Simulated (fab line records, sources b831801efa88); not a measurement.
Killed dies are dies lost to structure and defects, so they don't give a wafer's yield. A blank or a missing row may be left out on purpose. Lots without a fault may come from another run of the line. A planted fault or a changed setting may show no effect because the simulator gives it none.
fab line records | flow sky130
record lots=5 wafers=15 last_day=50
route steps=708 shown VT_ADJUST_LVTN@113 VT_ADJUST_NCORE@119 VT_ADJUST_HVTR@131 VT_ADJUST_PCH@143
lots that met no fault: from a run of the same line without faults
start_h: hours from the record's first day to the start of the lot's first wafer shown | wait_h: hours since the lot's step before | " the same as in the row above | L1.1+2: a row that stands for several wafers | - no value, or no start given | * or withheld: withheld | < > ~ a bound
route shown NAME@n: a module of which the file shows steps, and the number in the route of the first | usual: mean/standard deviation of fault-free wafers | same: alike in all rows | chamber/n: place in a boat | sites: the reading at each site | _std_site: their standard deviation | _edge_site: outer sites' mean less inner sites' | radius_mm: how far each site lies from the wafer's centre | mask NAME#n: copy n | behind: the tool/chamber that last shaped the wafer | hold: why the lot was held/for how many hours/how that ended | device: the transistor (n, p or np) that didn't switch | end of line: the same wafers' tests at the end of the route | a step without rows: its recipe alone | killed: dies lost to structure and defects at the first sort, not the wafer's yield | map: a wafer's dies, x killed, . not, _ none there
set.NAME: the setting as run; set.NAME@STEP: as run at that earlier step | model.NAME: the simulator's own value behind a step, which no gauge read
lots at some steps of the route; a table a step, a row a wafer
services: from which hour (start_h, from the record's first day; less than 0 if before it) a tool's chamber was out of use, for how many hours, and why
## steps
# step SKY_VT_ADJUST_LVTN_PEB_16
# recipe temp_c=withheld time_s=* resist=NOVOLAK
# usual chill_plate_temp_C=* resist_line_temp_C=*
# same time_s=*
# columns lot.wafer tool chamber start_h wait_h chill_plate_temp_C resist_line_temp_C
L074.2 litho_track-01 0 - - * *
L074.4 " 0 " " * *
L074.6 " 0 " " * *
L076.3 litho_track-02 0 - - * *
L076.4 " 0 " " * *
L076.6 " 0 " " * *
L082.1 litho_track-04 0 - - * *
L082.2 " 0 " " * *
L082.3 " 0 " " * *
L088.2 litho_track-04 0 - - * *
L088.4 " 0 " " * *
L088.5 " 0 " " * *
L097.1 litho_track-01 0 - - * *
L097.2 " 0 " " * *
L097.6 " 0 " " * *
# step SKY_VT_ADJUST_LVTN_DEVELOP_17
# recipe resist=NOVOLAK developer=TMAH develop_time_s=60 dev_temp_c=23
# usual chill_plate_temp_C=22.99/0.11 resist_line_temp_C=23.01/0.11
# columns lot.wafer tool chamber start_h wait_h chill_plate_temp_C resist_line_temp_C
L074.2 litho_track-01 0 164.68 0.1 22.93 23.03
L074.4 " 0 " " 22.96 23.11
L074.6 " 0 " " 22.99 22.95
L076.3 litho_track-02 0 180.24 0.1 22.95 22.99
L076.4 " 0 " " 22.97 23.08
L076.6 " 0 " " 23.05 23.09
L082.1 litho_track-04 0 217.84 0.1 22.83 23.10
L082.2 " 0 " " 22.76 23.16
L082.3 " 0 " " 22.90 23.03
L088.2 litho_track-04 0 257.97 0.1 22.79 22.96
L088.4 " 0 " " 22.96 23.14
L088.5 " 0 " " 22.85 22.96
L097.1 litho_track-01 0 333.20 0.1 23.11 23.03
L097.2 " 0 " " 22.89 23.11
L097.6 " 0 " " 22.97 23.05
# step SKY_VT_ADJUST_LVTN_OVL_MEAS_18
# usual VT_ADJUST_LVTN_01_OVL=0.3/1.6
# columns lot.wafer tool chamber start_h wait_h VT_ADJUST_LVTN_01_OVL[nm]
L074.2 overlay-02 - 164.81 0.1 -2.4
L074.4 " - " " -1.6
L074.6 " - " " -2.7
L076.3 overlay-02 - 180.35 0.1 1.0
L076.4 " - " " 1.4
L076.6 " - " " -2.4
L082.1 overlay-02 - 217.99 0.1 -2.0
L082.2 " - " " -0.8
L082.3 " - " " -0.8
L088.2 overlay-02 - 258.10 0.1 -1.3
L088.4 " - " " -1.9
L088.5 " - " " -2.2
L097.1 overlay-01 - 333.35 0.1 -0.1
L097.2 " - " " 2.6
L097.6 " - " " 0.3
# step SKY_VT_ADJUST_LVTN_IMPLANT_19
# recipe species=B energy_kev=30 dose_cm2=6.5e+11 tilt_deg=withheld
# usual beam_energy_keV=30.002/0.01
# columns lot.wafer tool chamber start_h wait_h beam_energy_keV
L074.2 implanter-01 0 164.86 0.0 29.999
L074.4 " 0 " " 29.992
L074.6 " 0 " " 29.997
L076.3 implanter-03 0 180.43 0.1 30.002
L076.4 " 0 " " 29.995
L076.6 " 0 " " 29.989
L082.1 implanter-04 0 218.03 0.0 29.995
L082.2 " 0 " " 29.995
L082.3 " 0 " " 29.982
L088.2 implanter-03 0 258.15 0.0 30.014
L088.4 " 0 " " 30.015
L088.5 " 0 " " 30.000
L097.1 implanter-03 0 333.39 0.0 30.010
L097.2 " 0 " " 30.009
L097.6 " 0 " " 30.011
# step SKY_VT_ADJUST_LVTN_STRIP_20
# recipe chemistry=O2/N2 power_w=1400 pressure_mtorr=1500 platen_temp_c=withheld o2_flow_sccm=3000 n2_flow_sccm=300 overash_fraction=0.5
# usual drypump_motor_current_A=6.12/0.19 oes_product_au=0.715/0.0045 strip_time_to_endpoint_s=14.16/0.039
# columns lot.wafer tool chamber start_h wait_h drypump_motor_current_A oes_product_au rf_hours_counter_h strip_time_to_endpoint_s
L074.2 plasma_asher-02 0 164.99 0.1 6.07 0.720 36 14.16
L074.4 " 1 " " 6.35 0.712 - 14.18
L074.6 " 1 " " 6.31 0.723 - 14.21
L076.3 plasma_asher-04 1 180.56 0.1 6.09 0.715 - 14.16
L076.4 " 0 " " 6.24 0.716 - 14.18
L076.6 " 0 " " 6.23 0.713 - 14.15
L082.1 plasma_asher-03 0 218.18 0.1 5.71 0.713 10 14.06
L082.2 " 1 " " 6.18 0.708 10 14.12
L082.3 " 0 " " 5.70 0.707 - 14.12
L088.2 plasma_asher-04 0 258.28 0.1 6.23 0.718 55 14.16
L088.4 " 1 " " 6.11 0.712 - 14.15
L088.5 " 0 " " 6.24 0.716 - 14.17
L097.1 plasma_asher-03 0 333.54 0.1 5.72 0.708 20 14.18
L097.2 " 1 " " 6.18 0.709 20 14.20
L097.6 " 1 " " 6.18 0.719 - 14.18
# step SKY_VT_ADJUST_LVTN_TW_MEAS_21
# usual VT_ADJUST_LVTN_2_TW=187.5/2.2
# columns lot.wafer tool chamber start_h wait_h VT_ADJUST_LVTN_2_TW
L074.2 film_metro-02 - 165.10 0.1 184.8
L074.4 " - " " 184.7
L074.6 " - " " 183.6
L076.3 film_metro-02 - 180.65 0.1 186.8
L076.4 " - " " 186.8
L076.6 " - " " 185.6
L082.1 film_metro-03 - 218.28 0.1 186.1
L082.2 " - " " 185.6
L082.3 " - " " 185.9
L088.2 film_metro-03 - 258.39 0.1 186.0
L088.4 " - " " 185.3
L088.5 " - " " 185.0
L097.1 film_metro-04 - 333.64 0.1 188.8
L097.2 " - " " 189.2
L097.6 " - " " 189.2
# step SKY_VT_ADJUST_NCORE_DEHYDRATE_00
# recipe temp_c=200 time_s=60
# usual chill_plate_temp_C=23.00/0.1 resist_line_temp_C=23.01/0.1
# same time_s=60
# columns lot.wafer tool chamber start_h wait_h chill_plate_temp_C resist_line_temp_C
L074.2 litho_track-03 0 173.91 8.8 22.87 22.84
L074.4 " 0 " " 23.06 22.96
L074.6 " 0 " " 23.04 22.91
L076.3 litho_track-01 0 190.70 10.0 22.96 22.88
L076.4 " 0 " " 22.95 23.03
L076.6 " 0 " " 22.92 22.84
L082.1 litho_track-03 0 228.83 10.5 23.05 23.03
L082.2 " 0 " " 22.99 23.02
L082.3 " 0 " " 22.87 23.04
L088.2 litho_track-04 0 269.62 11.2 22.96 23.03
L088.4 " 0 " " 23.00 22.91
L088.5 " 0 " " 23.01 23.14
L097.1 litho_track-01 0 346.50 12.9 23.16 23.00
L097.2 " 0 " " 23.03 22.85
L097.6 " 0 " " 23.01 22.92
# step SKY_VT_ADJUST_NCORE_HMDS_01
# recipe prime_time_s=60 prime_temp_c=120
# usual chill_plate_temp_C=23.02/0.12 resist_line_temp_C=23.00/0.12
# columns lot.wafer tool chamber start_h wait_h chill_plate_temp_C resist_line_temp_C
L074.2 litho_track-03 0 174.06 0.1 22.94 22.68
L074.4 " 0 " " 23.20 22.95
L074.6 " 0 " " 23.07 22.88
L076.3 litho_track-01 0 190.85 0.1 22.97 22.78
L076.4 " 0 " " 22.86 22.94
L076.6 " 0 " " 23.04 22.91
L082.1 litho_track-03 0 228.98 0.1 22.85 22.96
L082.2 " 0 " " 23.02 22.95
L082.3 " 0 " " 23.02 22.98
L088.2 litho_track-04 0 269.77 0.1 23.16 22.90
L088.4 " 0 " " 23.14 22.95
L088.5 " 0 " " 22.92 23.01
L097.1 litho_track-01 0 346.65 0.1 23.09 23.08
L097.2 " 0 " " 23.16 22.99
L097.6 " 0 " " 23.23 23.11
# step SKY_VT_ADJUST_NCORE_COAT_02
# recipe resist=NOVOLAK spin_rpm=3000 resist_thk_nm=1140
# usual chill_plate_temp_C=23.00/0.11 resist_line_temp_C=22.97/0.11
# columns lot.wafer tool chamber start_h wait_h chill_plate_temp_C resist_line_temp_C
L074.2 litho_track-03 0 174.21 0.1 22.94 23.00
L074.4 " 0 " " 22.91 22.89
L074.6 " 0 " " 22.80 23.05
L076.3 litho_track-01 0 191.00 0.1 22.92 22.98
L076.4 " 0 " " 22.99 22.85
L076.6 " 0 " " 23.03 22.74
L082.1 litho_track-03 0 229.13 0.1 23.04 22.76
L082.2 " 0 " " 22.95 22.77
L082.3 " 0 " " 22.96 22.98
L088.2 litho_track-04 0 269.92 0.1 23.10 22.74
L088.4 " 0 " " 22.94 22.93
L088.5 " 0 " " 23.04 22.76
L097.1 litho_track-01 0 346.80 0.1 23.04 22.81
L097.2 " 0 " " 23.20 23.04
L097.6 " 0 " " 23.02 23.03
# step SKY_VT_ADJUST_NCORE_SOFTBAKE_03
# recipe temp_c=90 time_s=60 resist=NOVOLAK
# usual chill_plate_temp_C=23.02/0.13 resist_line_temp_C=23.02/0.11
# same time_s=60
# columns lot.wafer tool chamber start_h wait_h chill_plate_temp_C resist_line_temp_C
L074.2 litho_track-03 0 174.36 0.1 23.06 23.20
L074.4 " 0 " " 23.30 23.01
L074.6 " 0 " " 23.31 23.13
L076.3 litho_track-01 0 191.15 0.1 23.06 23.04
L076.4 " 0 " " 22.90 22.95
L076.6 " 0 " " 22.87 22.88
L082.1 litho_track-03 0 229.28 0.1 23.11 23.24
L082.2 " 0 " " 23.32 23.05
L082.3 " 0 " " 23.15 23.15
L088.2 litho_track-04 0 270.07 0.1 22.77 23.00
L088.4 " 0 " " 22.99 22.93
L088.5 " 0 " " 22.89 22.90
L097.1 litho_track-01 0 346.95 0.1 23.02 23.02
L097.2 " 0 " " 23.17 22.94
L097.6 " 0 " " 22.99 23.09
# step SKY_VT_ADJUST_NCORE_EXPOSE_04
# recipe mask_id=LVTN_COMPLEMENT_THIN na=0.6 source_shape=conventional sigma_outer=0.6 polarization=unpolarized target_cd_nm=380 dose_mj=139
# same sigma_outer=0.6
# columns lot.wafer tool chamber start_h wait_h mask
L074.2+4+6 iline_stepper-01 0 - - LVTN_COMPLEMENT_THIN#0
L076.3+4+6 iline_stepper-02 0 - - LVTN_COMPLEMENT_THIN#0
L082.1+2+3 iline_stepper-01 0 - - LVTN_COMPLEMENT_THIN#0
L088.2+4+5 iline_stepper-02 0 - - LVTN_COMPLEMENT_THIN#0
L097.1+2+6 iline_stepper-02 0 - - LVTN_COMPLEMENT_THIN#0
# step SKY_VT_ADJUST_NCORE_PEB_05
# recipe temp_c=withheld time_s=* resist=NOVOLAK
# usual chill_plate_temp_C=* resist_line_temp_C=*
# same time_s=*
# columns lot.wafer tool chamber start_h wait_h chill_plate_temp_C resist_line_temp_C
L074.2 litho_track-03 0 - - * *
L074.4 " 0 " " * *
L074.6 " 0 " " * *
L076.3 litho_track-03 0 - - * *
L076.4 " 0 " " * *
L076.6 " 0 " " * *
L082.1 litho_track-01 0 - - * *
L082.2 " 0 " " * *
L082.3 " 0 " " * *
L088.2 litho_track-03 0 - - * *
L088.4 " 0 " " * *
L088.5 " 0 " " * *
L097.1 litho_track-04 0 - - * *
L097.2 " 0 " " * *
L097.6 " 0 " " * *
# step SKY_VT_ADJUST_NCORE_DEVELOP_06
# recipe resist=NOVOLAK developer=TMAH develop_time_s=60 dev_temp_c=23
# usual chill_plate_temp_C=23.02/0.11 resist_line_temp_C=23.01/0.12
# columns lot.wafer tool chamber start_h wait_h chill_plate_temp_C resist_line_temp_C
L074.2 litho_track-03 0 184.71 0.1 22.83 23.06
L074.4 " 0 " " 22.80 23.10
L074.6 " 0 " " 23.02 22.89
L076.3 litho_track-03 0 202.03 0.1 22.91 22.83
L076.4 " 0 " " 23.07 22.81
L076.6 " 0 " " 23.06 22.88
L082.1 litho_track-01 0 240.05 0.1 23.09 23.07
L082.2 " 0 " " 22.99 23.01
L082.3 " 0 " " 23.00 22.89
L088.2 litho_track-03 0 281.91 0.1 23.13 22.85
L088.4 " 0 " " 22.95 23.00
L088.5 " 0 " " 22.98 22.90
L097.1 litho_track-04 0 360.89 0.1 23.15 22.86
L097.2 " 0 " " 23.00 22.85
L097.6 " 0 " " 23.01 22.77
# step SKY_VT_ADJUST_NCORE_CD_MEAS_07
# recipe target_cd_nm=380
# usual cd_nm=380.1/2.6
# columns lot.wafer tool chamber start_h wait_h cd_nm
L074.2 cd_sem-02 - 184.85 0.1 376.3
L074.4 " - " " 377.4
L074.6 " - " " 378.1
L076.3 cd_sem-02 - 202.17 0.1 380.4
L076.4 " - " " 379.3
L076.6 " - " " 379.8
L082.1 cd_sem-02 - 240.20 0.1 382.2
L082.2 " - " " 382.6
L082.3 " - " " 378.5
L088.2 cd_sem-02 - 282.05 0.1 382.2
L088.4 " - " " 383.7
L088.5 " - " " 384.9
L097.1 cd_sem-02 - 361.04 0.1 378.3
L097.2 " - " " 376.5
L097.6 " - " " 377.8
# step SKY_VT_ADJUST_NCORE_OVL_MEAS_08
# usual VT_ADJUST_NCORE_OVL=-0.3/1.6
# columns lot.wafer tool chamber start_h wait_h VT_ADJUST_NCORE_OVL[nm]
L074.2 overlay-01 - 184.96 0.1 -3.8
L074.4 " - " " -1.2
L074.6 " - " " -0.7
L076.3 overlay-01 - 202.26 0.1 -0.9
L076.4 " - " " 0.7
L076.6 " - " " 1.6
L082.1 overlay-02 - 240.32 0.1 -0.6
L082.2 " - " " -0.3
L082.3 " - " " -0.7
L088.2 overlay-02 - 282.16 0.1 0.3
L088.4 " - " " -1.6
L088.5 " - " " -0.3
L097.1 overlay-02 - 361.19 0.1 1.1
L097.2 " - " " -0.7
L097.6 " - " " 1.2
# step SKY_VT_ADJUST_NCORE_IMPLANT_09
# recipe species=B energy_kev=10 dose_cm2=2.4e+12 tilt_deg=withheld
# usual beam_energy_keV=9.999/0.0037
# columns lot.wafer tool chamber start_h wait_h beam_energy_keV
L074.2 implanter-03 0 185.01 0.0 10.002
L074.4 " 0 " " 9.999
L074.6 " 0 " " 9.998
L076.3 implanter-02 0 202.34 0.1 9.995
L076.4 " 0 " " 9.997
L076.6 " 0 " " 9.996
L082.1 implanter-03 0 240.36 0.0 9.994
L082.2 " 0 " " 9.995
L082.3 " 0 " " 9.997
L088.2 implanter-02 0 282.21 0.0 9.999
L088.4 " 0 " " 9.993
L088.5 " 0 " " 9.997
L097.1 implanter-02 0 361.22 0.0 9.995
L097.2 " 0 " " 9.994
L097.6 " 0 " " 9.995
# step SKY_VT_ADJUST_NCORE_STRIP_10
# recipe chemistry=O2/N2 power_w=1400 pressure_mtorr=1500 platen_temp_c=withheld o2_flow_sccm=3000 n2_flow_sccm=300 overash_fraction=0.5
# usual drypump_motor_current_A=5.96/0.3 oes_product_au=0.716/0.0044 strip_time_to_endpoint_s=14.19/0.043
# columns lot.wafer tool chamber start_h wait_h drypump_motor_current_A oes_product_au rf_hours_counter_h strip_time_to_endpoint_s
L074.2 plasma_asher-03 1 185.14 0.1 6.20 0.713 6 14.27
L074.4 " 1 " " 6.20 0.716 - 14.28
L074.6 " 0 " " 5.70 0.716 - 14.25
L076.3 plasma_asher-02 0 202.47 0.1 6.06 0.722 - 14.15
L076.4 " 1 " " 6.33 0.721 - 14.15
L076.6 " 0 " " 6.07 0.711 - 14.12
L082.1 plasma_asher-01 1 240.51 0.1 5.50 0.718 56 14.21
L082.2 " 0 " " 5.76 0.720 56 14.18
L082.3 " 1 " " 5.47 0.717 - 14.22
L088.2 plasma_asher-02 0 282.34 0.1 6.02 0.717 48 14.20
L088.4 " 0 " " 6.07 0.707 - 14.16
L088.5 " 0 " " 6.04 0.721 - 14.18
L097.1 plasma_asher-01 1 361.37 0.1 5.49 0.708 68 14.21
L097.2 " 0 " " 5.81 0.708 68 14.25
L097.6 " 1 " " 5.46 0.725 - 14.21
# step SKY_VT_ADJUST_NCORE_TW_MEAS_11
# usual VT_ADJUST_NCORE_TW=218.1/2.1
# columns lot.wafer tool chamber start_h wait_h VT_ADJUST_NCORE_TW
L074.2 film_metro-01 - 185.25 0.1 217.4
L074.4 " - " " 217.1
L074.6 " - " " 217.1
L076.3 film_metro-01 - 202.56 0.1 219.4
L076.4 " - " " 218.7
L076.6 " - " " 218.7
L082.1 film_metro-02 - 240.61 0.1 218.6
L082.2 " - " " 218.2
L082.3 " - " " 217.5
L088.2 film_metro-04 - 282.45 0.1 221.4
L088.4 " - " " 222.3
L088.5 " - " " 223.5
L097.1 film_metro-01 - 361.47 0.1 219.7
L097.2 " - " " 218.8
L097.6 " - " " 218.7
# step SKY_VT_ADJUST_HVTR_DEHYDRATE_00
# recipe temp_c=200 time_s=60
# usual chill_plate_temp_C=23.00/0.095 resist_line_temp_C=23.01/0.11
# same time_s=60
# columns lot.wafer tool chamber start_h wait_h chill_plate_temp_C resist_line_temp_C
L074.2 litho_track-03 0 195.51 10.2 23.06 23.04
L074.4 " 0 " " 23.03 23.16
L074.6 " 0 " " 23.08 23.14
L076.3 litho_track-02 0 212.84 10.3 22.91 22.91
L076.4 " 0 " " 22.86 22.88
L076.6 " 0 " " 22.96 22.87
L082.1 litho_track-03 0 251.83 11.2 23.10 23.07
L082.2 " 0 " " 23.06 23.05
L082.3 " 0 " " 23.04 23.11
L088.2 litho_track-03 0 294.26 11.8 23.04 23.10
L088.4 " 0 " " 22.99 22.99
L088.5 " 0 " " 23.07 23.01
L097.1 litho_track-02 0 374.94 13.5 23.21 23.00
L097.2 " 0 " " 23.08 23.21
L097.6 " 0 " " 22.96 23.02
# step SKY_VT_ADJUST_HVTR_HMDS_01
# recipe prime_time_s=60 prime_temp_c=120
# usual chill_plate_temp_C=23.00/0.093 resist_line_temp_C=23.00/0.11
# columns lot.wafer tool chamber start_h wait_h chill_plate_temp_C resist_line_temp_C
L074.2 litho_track-03 0 195.66 0.1 22.99 23.11
L074.4 " 0 " " 23.12 23.04
L074.6 " 0 " " 23.10 22.96
L076.3 litho_track-02 0 212.99 0.1 22.82 22.91
L076.4 " 0 " " 22.85 23.06
L076.6 " 0 " " 22.99 22.87
L082.1 litho_track-03 0 251.98 0.1 22.97 22.85
L082.2 " 0 " " 22.96 22.83
L082.3 " 0 " " 22.97 22.77
L088.2 litho_track-03 0 294.41 0.1 22.80 22.87
L088.4 " 0 " " 22.90 22.90
L088.5 " 0 " " 22.93 22.99
L097.1 litho_track-02 0 375.09 0.1 22.86 23.07
L097.2 " 0 " " 22.87 22.93
L097.6 " 0 " " 23.00 22.91
# step SKY_VT_ADJUST_HVTR_COAT_02
# recipe resist=NOVOLAK spin_rpm=3000 resist_thk_nm=1140
# usual chill_plate_temp_C=23.01/0.1 resist_line_temp_C=22.99/0.12
# columns lot.wafer tool chamber start_h wait_h chill_plate_temp_C resist_line_temp_C
L074.2 litho_track-03 0 195.81 0.1 22.98 23.00
L074.4 " 0 " " 22.98 22.91
L074.6 " 0 " " 22.99 22.82
L076.3 litho_track-02 0 213.14 0.1 23.07 23.09
L076.4 " 0 " " 22.96 22.87
L076.6 " 0 " " 23.13 22.77
L082.1 litho_track-03 0 252.13 0.1 22.85 23.17
L082.2 " 0 " " 23.12 23.08
L082.3 " 0 " " 23.00 22.95
L088.2 litho_track-03 0 294.56 0.1 22.99 23.03
L088.4 " 0 " " 23.18 22.82
L088.5 " 0 " " 23.02 22.99
L097.1 litho_track-02 0 375.24 0.1 23.02 23.03
L097.2 " 0 " " 22.93 22.95
L097.6 " 0 " " 22.94 22.83
# step SKY_VT_ADJUST_HVTR_SOFTBAKE_03
# recipe temp_c=90 time_s=60 resist=NOVOLAK
# usual chill_plate_temp_C=23.01/0.11 resist_line_temp_C=22.99/0.1
# same time_s=60
# columns lot.wafer tool chamber start_h wait_h chill_plate_temp_C resist_line_temp_C
L074.2 litho_track-03 0 195.96 0.1 22.99 22.93
L074.4 " 0 " " 22.91 23.02
L074.6 " 0 " " 22.88 22.87
L076.3 litho_track-02 0 213.29 0.1 23.01 23.12
L076.4 " 0 " " 22.87 23.01
L076.6 " 0 " " 22.90 22.99
L082.1 litho_track-03 0 252.28 0.1 23.03 22.91
L082.2 " 0 " " 22.97 22.98
L082.3 " 0 " " 23.12 22.82
L088.2 litho_track-03 0 294.71 0.1 22.91 22.86
L088.4 " 0 " " 22.99 22.83
L088.5 " 0 " " 23.01 22.86
L097.1 litho_track-02 0 375.39 0.1 23.01 22.90
L097.2 " 0 " " 23.13 22.94
L097.6 " 0 " " 23.15 22.90
# step SKY_VT_ADJUST_HVTR_EXPOSE_04
# recipe mask_id=HVTRM target_cd_nm=380 na=0.6 source_shape=conventional sigma_outer=0.6 dose_mj=150
# same sigma_outer=0.6
# columns lot.wafer tool chamber start_h wait_h mask
L074.2+4+6 iline_stepper-02 0 - - HVTRM#0
L076.3+4+6 iline_stepper-01 0 - - HVTRM#0
L082.1+2+3 iline_stepper-02 0 - - HVTRM#0
L088.2+4+5 iline_stepper-02 0 - - HVTRM#0
L097.1+2+6 iline_stepper-02 0 - - HVTRM#0
# step SKY_VT_ADJUST_HVTR_PEB_05
# recipe temp_c=withheld time_s=* resist=NOVOLAK
# usual chill_plate_temp_C=* resist_line_temp_C=*
# same time_s=*
# columns lot.wafer tool chamber start_h wait_h chill_plate_temp_C resist_line_temp_C
L074.2 litho_track-02 0 - - * *
L074.4 " 0 " " * *
L074.6 " 0 " " * *
L076.3 litho_track-03 0 - - * *
L076.4 " 0 " " * *
L076.6 " 0 " " * *
L082.1 litho_track-01 0 - - * *
L082.2 " 0 " " * *
L082.3 " 0 " " * *
L088.2 litho_track-01 0 - - * *
L088.4 " 0 " " * *
L088.5 " 0 " " * *
L097.1 litho_track-03 0 - - * *
L097.2 " 0 " " * *
L097.6 " 0 " " * *
# step SKY_VT_ADJUST_HVTR_DEVELOP_06
# recipe develop_time_s=60 dev_temp_c=23
# usual chill_plate_temp_C=23.00/0.11 resist_line_temp_C=22.97/0.13
# columns lot.wafer tool chamber start_h wait_h chill_plate_temp_C resist_line_temp_C
L074.2 litho_track-02 0 207.26 0.1 23.07 23.06
L074.4 " 0 " " 23.21 23.07
L074.6 " 0 " " 22.97 23.04
L076.3 litho_track-03 0 223.78 0.1 22.96 23.16
L076.4 " 0 " " 22.84 23.16
L076.6 " 0 " " 22.87 23.04
L082.1 litho_track-01 0 264.25 0.1 22.92 22.94
L082.2 " 0 " " 22.94 22.95
L082.3 " 0 " " 23.07 22.84
L088.2 litho_track-01 0 307.68 0.1 22.77 23.22
L088.4 " 0 " " 23.07 23.21
L088.5 " 0 " " 23.11 23.02
L097.1 litho_track-03 0 389.98 0.1 23.26 23.09
L097.2 " 0 " " 23.06 23.10
L097.6 " 0 " " 23.17 23.07
# step SKY_VT_ADJUST_HVTR_CD_MEAS_07
# recipe target_cd_nm=380
# usual cd_nm=379.1/2.3
# columns lot.wafer tool chamber start_h wait_h cd_nm
L074.2 cd_sem-01 - 207.41 0.1 374.7
L074.4 " - " " 375.0
L074.6 " - " " 376.9
L076.3 cd_sem-01 - 223.92 0.1 376.3
L076.4 " - " " 377.3
L076.6 " - " " 376.8
L082.1 cd_sem-01 - 264.40 0.1 380.2
L082.2 " - " " 379.3
L082.3 " - " " 378.4
L088.2 cd_sem-02 - 307.82 0.1 382.7
L088.4 " - " " 383.4
L088.5 " - " " 382.8
L097.1 cd_sem-01 - 390.13 0.1 381.0
L097.2 " - " " 380.5
L097.6 " - " " 381.6
# step SKY_VT_ADJUST_HVTR_OVL_MEAS_08
# usual VT_ADJUST_HVTR_OVL=-0.8/1.4
# columns lot.wafer tool chamber start_h wait_h VT_ADJUST_HVTR_OVL[nm]
L074.2 overlay-02 - 207.52 0.1 -1.6
L074.4 " - " " -0.8
L074.6 " - " " -1.7
L076.3 overlay-01 - 224.01 0.1 0.1
L076.4 " - " " -1.1
L076.6 " - " " -0.1
L082.1 overlay-02 - 264.52 0.1 -1.2
L082.2 " - " " -2.1
L082.3 " - " " -2.7
L088.2 overlay-01 - 307.93 0.1 0.7
L088.4 " - " " -0.3
L088.5 " - " " 0.8
L097.1 overlay-02 - 390.25 0.1 -2.4
L097.2 " - " " -2.4
L097.6 " - " " -2.4
# step SKY_VT_ADJUST_HVTR_IMPLANT_09
# recipe species=B energy_kev=10 dose_cm2=2.1e+12 tilt_deg=withheld
# usual beam_energy_keV=10.000/0.0034
# columns lot.wafer tool chamber start_h wait_h beam_energy_keV
L074.2 implanter-04 0 207.57 0.0 10.005
L074.4 " 0 " " 10.007
L074.6 " 0 " " 10.001
L076.3 implanter-04 0 224.09 0.1 10.001
L076.4 " 0 " " 9.994
L076.6 " 0 " " 9.996
L082.1 implanter-01 0 264.56 0.0 9.999
L082.2 " 0 " " 10.000
L082.3 " 0 " " 10.002
L088.2 implanter-04 0 307.99 0.0 10.001
L088.4 " 0 " " 10.001
L088.5 " 0 " " 9.999
L097.1 implanter-04 0 390.29 0.0 9.999
L097.2 " 0 " " 10.009
L097.6 " 0 " " 9.998
# step SKY_VT_ADJUST_HVTR_STRIP_10
# recipe chemistry=O2/N2 power_w=1400 pressure_mtorr=1500 platen_temp_c=withheld o2_flow_sccm=3000 n2_flow_sccm=300 overash_fraction=0.5
# usual drypump_motor_current_A=5.94/0.27 oes_product_au=0.716/0.0042 strip_time_to_endpoint_s=14.18/0.043
# columns lot.wafer tool chamber start_h wait_h drypump_motor_current_A oes_product_au rf_hours_counter_h strip_time_to_endpoint_s
L074.2 plasma_asher-01 0 207.70 0.1 5.87 0.719 52 14.22
L074.4 " 0 " " 5.82 0.718 - 14.19
L074.6 " 0 " " 5.87 0.714 - 14.21
L076.3 plasma_asher-01 0 224.22 0.1 5.80 0.714 - 14.20
L076.4 " 1 " " 5.45 0.723 - 14.20
L076.6 " 1 " " 5.46 0.714 - 14.20
L082.1 plasma_asher-01 1 264.71 0.1 5.48 0.717 58 14.25
L082.2 " 0 " " 5.82 0.719 58 14.28
L082.3 " 0 " " 5.82 0.720 - 14.27
L088.2 plasma_asher-04 1 308.11 0.1 6.10 0.716 60 14.16
L088.4 " 1 " " 6.11 0.719 - 14.13
L088.5 " 0 " " 6.22 0.721 - 14.13
L097.1 plasma_asher-04 1 390.44 0.1 6.10 0.717 67 14.22
L097.2 " 0 " " 6.24 0.714 67 14.19
L097.6 " 0 " " 6.22 0.710 - 14.25
# step SKY_VT_ADJUST_HVTR_TW_MEAS_11
# usual VT_ADJUST_HVTR_TW=210.5/2.2
# columns lot.wafer tool chamber start_h wait_h VT_ADJUST_HVTR_TW
L074.2 film_metro-04 - 207.81 0.1 213.6
L074.4 " - " " 213.3
L074.6 " - " " 213.5
L076.3 film_metro-04 - 224.31 0.1 212.3
L076.4 " - " " 211.9
L076.6 " - " " 213.3
L082.1 film_metro-01 - 264.81 0.1 209.8
L082.2 " - " " 208.4
L082.3 " - " " 209.7
L088.2 film_metro-03 - 308.22 0.1 208.5
L088.4 " - " " 209.7
L088.5 " - " " 209.4
L097.1 film_metro-03 - 390.54 0.1 208.0
L097.2 " - " " 210.1
L097.6 " - " " 207.9
# step SKY_VT_ADJUST_PCH_DEHYDRATE_00
# recipe temp_c=200 time_s=60
# usual chill_plate_temp_C=22.98/0.093 resist_line_temp_C=23.02/0.1
# same time_s=60
# columns lot.wafer tool chamber start_h wait_h chill_plate_temp_C resist_line_temp_C
L074.2 litho_track-02 0 218.16 10.3 23.18 22.97
L074.4 " 0 " " 23.00 22.85
L074.6 " 0 " " 23.09 22.89
L076.3 litho_track-02 0 234.94 10.6 23.10 22.93
L076.4 " 0 " " 23.01 23.13
L076.6 " 0 " " 22.87 23.05
L082.1 litho_track-03 0 276.53 11.7 23.00 23.02
L082.2 " 0 " " 22.97 23.13
L082.3 " 0 " " 22.87 23.12
L088.2 litho_track-04 0 320.22 12.0 22.98 23.05
L088.4 " 0 " " 22.83 23.12
L088.5 " 0 " " 22.99 23.10
L097.1 litho_track-02 0 404.24 13.7 22.97 23.01
L097.2 " 0 " " 22.99 22.99
L097.6 " 0 " " 23.09 22.93
## services
# columns tool chamber start_h hours kind
implanter-04 - 149.99 5.5 repair
implanter-04 - 161.93 5.4 pm
iline_stepper-02 - 188.99 1.7 pm
plasma_asher-04 - 197.05 28.1 pm
litho_track-03 - 206.36 - consumable_replace:filter
iline_stepper-02 - 211.91 4.4 pm
implanter-02 - 215.14 4.4 repair
iline_stepper-02 - 220.33 14.3 repair
plasma_asher-03 - 229.38 14.1 repair
implanter-01 - 235.98 5.3 repair
iline_stepper-01 - 241.71 12.3 repair
implanter-04 - 262.56 2.2 repair
implanter-02 - 287.55 4.4 pm
implanter-03 - 290.48 4.1 pm
implanter-03 - 295.43 5.0 repair
iline_stepper-01 - 301.31 1.7 pm
implanter-02 - 304.46 1.5 repair
implanter-02 - 307.87 5.8 pm
plasma_asher-04 - 342.92 3.4 repair
plasma_asher-04 - 346.48 14.6 pm
plasma_asher-03 - 373.65 14.6 pm
iline_stepper-01 - 385.97 4.4 pm
implanter-02 - 394.68 4.4 repair
iline_stepper-02 - 399.88 2.1 pm
## key
fault none
